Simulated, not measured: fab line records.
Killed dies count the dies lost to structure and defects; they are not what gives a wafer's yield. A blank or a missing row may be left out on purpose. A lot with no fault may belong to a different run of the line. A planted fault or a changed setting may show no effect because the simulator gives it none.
Which tool is to blame? ; flow gf180mcu ; 33 wafers from 11 lots sampled at 6 of the route's 602 steps

== WHAT EACH GAUGE READ, for each wafer ==
GF_HV_LDD_TW_MEAS_50.
lot;measured;on;HV_LDD_4_TW
L419;day 13 02:04;film_metro-04;570 565 565
L420;day 13 04:50;film_metro-04;564 567 566
L423;day 14 16:52;film_metro-04;569 562 564
L424;day 14 19:11;film_metro-04;569 566 566
L425;day 14 21:53;film_metro-04;568 567 565
L426;day 15 16:28;film_metro-04;568 571 570
L431;day 17 08:29;film_metro-04;573 574 573
L432;day 17 09:40;film_metro-04;573 574 573
L437;day 19 11:04;film_metro-04;571 576 574
L438;day 19 12:25;film_metro-02;565 566 566
L440;day 20 05:31;film_metro-02;570 573 573

GF_PSD_TW_MEAS_11.
lot;measured;on;PSD_TW
L419;day 14 23:07;film_metro-03;3168 3174 3175
L420;day 15 01:37;film_metro-03;3164 3181 3179
L423;day 16 15:01;film_metro-04;3146 3142 3139
L424;day 16 19:04;film_metro-03;3194 3179 3176
L425;day 16 22:11;film_metro-04;3139 3146 3133
L426;day 17 18:49;film_metro-04;3183 3196 3181
L431;day 19 11:16;film_metro-04;3171 3171 3175
L432;day 19 12:13;film_metro-03;30 30 30 30 30 30
L437;day 21 15:40;film_metro-03;3192 3183 3180
L438;day 21 16:34;film_metro-03;3188 3195 3186
L440;day 22 08:25;film_metro-03;3194 3179 3179

== EACH LOT AND THE TOOL THAT RAN IT (in order: tool; ch and the chambers of the sampled wafers; start) ==
lot;GF_HV_LDD_STRIP_22;GF_HV_LDD_RTA_52;GF_NSD_STRIP_11;GF_PSD_STRIP_10
L419;plasma_asher-01 ch 0,1, day 11 10:07;rtp_anneal-02 ch 0, day 13 02:11;plasma_asher-01 ch 0, day 14 01:34;plasma_asher-03 ch 0,1, day 14 23:01
L420;plasma_asher-02 ch 0,1, day 11 13:01;rtp_anneal-01 ch 0, day 13 04:58;plasma_asher-03 ch 0,1, day 14 04:57;plasma_asher-02 ch 0,1, day 15 01:31
L423;plasma_asher-02 ch 0,1, day 12 23:43;rtp_anneal-01 ch 0, day 14 16:59;plasma_asher-03 ch 0,1, day 15 17:13;plasma_asher-02 ch 0,1, day 16 14:55
L424;plasma_asher-02 ch 0,1, day 13 01:01;rtp_anneal-02 ch 0, day 14 19:18;plasma_asher-04 ch 0,1, day 15 20:25;plasma_asher-01 ch 0, day 16 18:58
L425;plasma_asher-01 ch 0,1, day 13 03:19;rtp_anneal-01 ch 0, day 14 22:03;plasma_asher-01 ch 0,1, day 15 23:59;plasma_asher-02 ch 0,1, day 16 22:06
L426;plasma_asher-01 ch 0,1, day 13 21:58;rtp_anneal-02 ch 0, day 15 16:35;plasma_asher-03 ch 0,1, day 16 19:14;plasma_asher-02 ch 0,1, day 17 18:43
L431;plasma_asher-04 ch 0,1, day 15 11:16;rtp_anneal-01 ch 0, day 17 08:36;plasma_asher-03 ch 0,1, day 18 11:13;plasma_asher-03 ch 0,1, day 19 11:10
L432;plasma_asher-01 ch 0,1, day 15 11:55;rtp_anneal-02 ch 0, day 17 09:47;plasma_asher-04 ch 0,1, day 18 12:10;plasma_asher-03 ch 0,1, day 19 12:07
L437;plasma_asher-02 ch 0,1, day 17 10:41;rtp_anneal-02 ch 0, day 19 11:10;plasma_asher-04 ch 0, day 20 15:08;plasma_asher-03 ch 0,1, day 21 15:34
L438;plasma_asher-01 ch 0,1, day 17 11:49;rtp_anneal-01 ch 0, day 19 12:31;plasma_asher-01 ch 0,1, day 20 16:04;plasma_asher-03 ch 0,1, day 21 16:28
L440;plasma_asher-02 ch 0,1, day 18 04:05;rtp_anneal-01 ch 0, day 20 05:38;plasma_asher-04 ch 0, day 21 08:43;plasma_asher-01 ch 0,1, day 22 08:19
- GF_HV_LDD_STRIP_22: strips in O2/N2.
- GF_HV_LDD_RTA_52: time 10 s.
- GF_NSD_STRIP_11: strips in O2/N2.
- GF_PSD_STRIP_10: strips in O2/N2.

== AS READ BY THE TOOLS THEMSELVES (means over the sampled wafers that have a number; for cases with no such wafer, the mark the record gives instead) ==
GF_HV_LDD_STRIP_22.
lot;tool;drypump_motor_current_A (A);heater_power_w (W);oes_product_au (a.u.);strip_time_to_endpoint_s (s)
L419;plasma_asher-01;5.9;314;0.718;12.64
L420;plasma_asher-02;6.7;353;0.712;12.64
L423;plasma_asher-02;6.6;359;0.718;12.66
L424;plasma_asher-02;6.7;355;0.713;12.62
L425;plasma_asher-01;5.8;308;0.712;12.58
L426;plasma_asher-01;5.8;317;0.714;12.59
L431;plasma_asher-04;5.5;324;0.714;12.65
L432;plasma_asher-01;5.8;309;0.718;12.61
L437;plasma_asher-02;6.7;358;0.717;12.68
L438;plasma_asher-01;5.9;312;0.713;12.63
L440;plasma_asher-02;6.7;355;0.714;12.61

GF_HV_LDD_RTA_52.
lot;tool;anneal_temp_c_max;lamp_power_pct (%);wafer_temp_C_max
L419;rtp_anneal-02;1004.9;33.5;1004.9
L420;rtp_anneal-01;1007.5;31.1;1006.4
L423;rtp_anneal-01;1006.7;31.1;1006.8
L424;rtp_anneal-02;1004.7;33.5;1005.7
L425;rtp_anneal-01;1006.8;31.1;1006.6
L426;rtp_anneal-02;1005.5;33.5;1006.8
L431;rtp_anneal-01;1006.9;31.1;1006.4
L432;rtp_anneal-02;1005.6;33.5;1005.3
L437;rtp_anneal-02;1005.4;33.5;1005.9
L438;rtp_anneal-01;1007.3;31.1;1006.0
L440;rtp_anneal-01;1007.8;31.1;1006.3

GF_NSD_STRIP_11.
lot;tool;drypump_motor_current_A (A);heater_power_w (W);oes_product_au (a.u.);strip_time_to_endpoint_s (s)
L419;plasma_asher-01;5.74;301;0.485;22.99
L420;plasma_asher-03;5.76;334;0.489;22.91
L423;plasma_asher-03;5.70;300;0.486;22.97
L424;plasma_asher-04;5.48;292;0.490;22.99
L425;plasma_asher-01;5.79;311;0.484;22.95
L426;plasma_asher-03;5.72;306;0.490;22.94
L431;plasma_asher-03;5.74;327;0.486;22.94
L432;plasma_asher-04;5.51;323;0.486;-
L437;plasma_asher-04;5.43;269;0.487;22.99
L438;plasma_asher-01;5.79;313;0.487;23.01
L440;plasma_asher-04;5.43;267;0.489;22.97

GF_PSD_STRIP_10.
lot;tool;drypump_motor_current_A (A);heater_power_w (W);oes_product_au (a.u.);strip_time_to_endpoint_s (s)
L419;plasma_asher-03;5.8;337;0.594;16.51
L420;plasma_asher-02;6.6;349;0.591;16.38
L423;plasma_asher-02;6.6;359;0.593;16.44
L424;plasma_asher-01;5.7;302;0.595;16.49
L425;plasma_asher-02;6.7;354;0.594;16.42
L426;plasma_asher-02;6.6;362;0.594;16.41
L431;plasma_asher-03;5.7;331;0.598;16.47
L432;plasma_asher-03;5.7;301;0.625;22.35
L437;plasma_asher-03;5.7;304;0.594;16.44
L438;plasma_asher-03;5.8;331;0.591;16.41
L440;plasma_asher-01;5.8;315;0.596;16.46

== THE ANSWER, worked out from the rows above alone ==
Rule: what is usual is taken from the lots themselves. The widest of any qualifying gaps counts: lots, ordered by their means at a reading, are off when they make up no more than a third of the lots, leave a main group of 4 or more, and stand apart from it by 3 or more times the standard deviation of that group's means. A main group whose means are all the same, to the digits that the tables above print for the reading, isn't used. A lot without any number at a reading at which 4 lots or more have one is off too. The other lots that the step has rows for count as sound. First the gauges in route order, then the tools' own readings, where a lot's mean is used as printed above. At the first step where some lot is off, the reading lying furthest off is the one used; lots without a number count as furthest.
Off: L432, at GF_PSD_TW_MEAS_11 (PSD_TW). The main group: mean 3173, standard deviation 17.
A tool fits if, at a process step before that reading, it ran every lot that is off, and no sound lot after the first of them. The gauges at GF_PSD_TW_MEAS_11 aren't tried: what is off there is off at GF_NSD_STRIP_11 too, on other tools, and a gauge's error can't cause that. Of those tried, none fits.

== WHAT THE SIMULATOR PUT IN ==
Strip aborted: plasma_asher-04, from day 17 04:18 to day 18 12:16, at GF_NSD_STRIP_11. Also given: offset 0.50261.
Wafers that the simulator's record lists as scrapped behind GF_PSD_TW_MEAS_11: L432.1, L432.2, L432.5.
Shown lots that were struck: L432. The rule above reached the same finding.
